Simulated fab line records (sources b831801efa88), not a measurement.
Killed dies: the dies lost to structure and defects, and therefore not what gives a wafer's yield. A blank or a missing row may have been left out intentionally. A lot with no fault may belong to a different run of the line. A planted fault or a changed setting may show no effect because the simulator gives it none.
Which tool was responsible? ; flow gf180mcu ; 13 lots, 39 wafers sampled, at 2 steps of a route of 602

WHAT THE GAUGES READ, wafer by wafer
GF_M5_CD_MEAS_07 targets a cd of 280 nm. Usual: cd-nm reads 280.3 nm (standard deviation 1.1).
lot;measured;on;cd-nm (nm);flag
L293;day 26 09:04;cd-sem-01;279.1 282.2 280.7;
L294;day 26 13:34;cd-sem-01;280.1 282.3 280.2;
L296;day 27 11:11;cd-sem-01;280.3 280.4 280.7;
L300;day 28 13:53;cd-sem-02;278.9 279.8 280.2;
L305;day 30 05:07;cd-sem-01;279.0 280.1 278.8;
L307;day 30 15:02;cd-sem-01;280.4 280.2 279.3;
L308;day 30 22:46;cd-sem-02;279.7 279.4 278.4;
L309;day 31 03:53;cd-sem-02;279.8 281.1 280.5;
L310;day 31 12:30;cd-sem-02;278.5 278.7 278.3;
L312;day 31 20:12;cd-sem-01;282.9 281.7 280.4;
L313;day 32 01:01;cd-sem-01;279.9 280.7 280.6;
L314;day 32 06:20;cd-sem-01;280.8 280.8 281.2;
L315;day 32 11:28;cd-sem-01;277.0 280.0 278.5;

WHICH TOOL RAN EACH LOT (tool, then ch and the chambers of the sampled wafers, then the start)
lot;GF_MIM_SPUTTER_08
L293;pvd-sputter-04, day 24 13:43
L294;pvd-sputter-04, day 24 18:55
L296;pvd-sputter-02, day 25 18:25
L300;pvd-sputter-01, day 26 21:08
L305;pvd-sputter-04, day 28 14:17
L307;pvd-sputter-04, day 29 01:23
L308;pvd-sputter-04, day 29 09:44
L309;pvd-sputter-04, day 29 14:50
L310;pvd-sputter-01, day 29 23:35
L312;pvd-sputter-04, day 30 08:50
L313;pvd-sputter-04, day 30 13:27
L314;pvd-sputter-04, day 30 18:26
L315;pvd-sputter-02, day 31 00:44
- GF_MIM_SPUTTER_08: material AlCu, target thk 200 nm, time 10.6 s.

AS READ BY THE TOOLS THEMSELVES (means over the sampled wafers that have a number; for cases with no such wafer, the mark the record gives instead)
GF_MIM_SPUTTER_08. Usual: chamber-pressure-pa 0.3999 Pa, standard deviation 0.00074; throttle-valve-pct 29.9 %, standard deviation 1.
lot;tool;chamber-pressure-pa (Pa);throttle-valve-pct (%);flag
L293;pvd-sputter-04;0.3999;30.3;
L294;pvd-sputter-04;0.4006;29.8;
L296;pvd-sputter-02;0.4005;31.1;
L300;pvd-sputter-01;0.3999;29.7;
L305;pvd-sputter-04;0.3998;29.7;
L307;pvd-sputter-04;0.3999;29.8;
L308;pvd-sputter-04;0.4002;29.8;
L309;pvd-sputter-04;0.4000;30.3;
L310;pvd-sputter-01;0.3998;29.7;
L312;pvd-sputter-04;0.4000;30.0;
L313;pvd-sputter-04;0.3991;29.8;
L314;pvd-sputter-04;0.3991;29.6;
L315;pvd-sputter-02;0.3999;30.5;

THE ANSWER, worked out from the rows above alone
Rule: take the mean of a lot's wafers that have a number; if it is more than 3 standard deviations from the usual mean, the lot is off. A lot without any number at a reading at which 4 lots or more have one is off too. All remaining lots with rows at the step are treated as sound. After the gauges, taken in route order, come the tools' own readings; for these a lot's mean is taken, as printed above. The first step at which some lot is off is used, and at that step the reading that is off furthest; a lot without a number counts as furthest.
No lot is off on any of the readings shown, so nothing can be concluded from this.

WHAT WAS PUT IN BY THE SIMULATOR
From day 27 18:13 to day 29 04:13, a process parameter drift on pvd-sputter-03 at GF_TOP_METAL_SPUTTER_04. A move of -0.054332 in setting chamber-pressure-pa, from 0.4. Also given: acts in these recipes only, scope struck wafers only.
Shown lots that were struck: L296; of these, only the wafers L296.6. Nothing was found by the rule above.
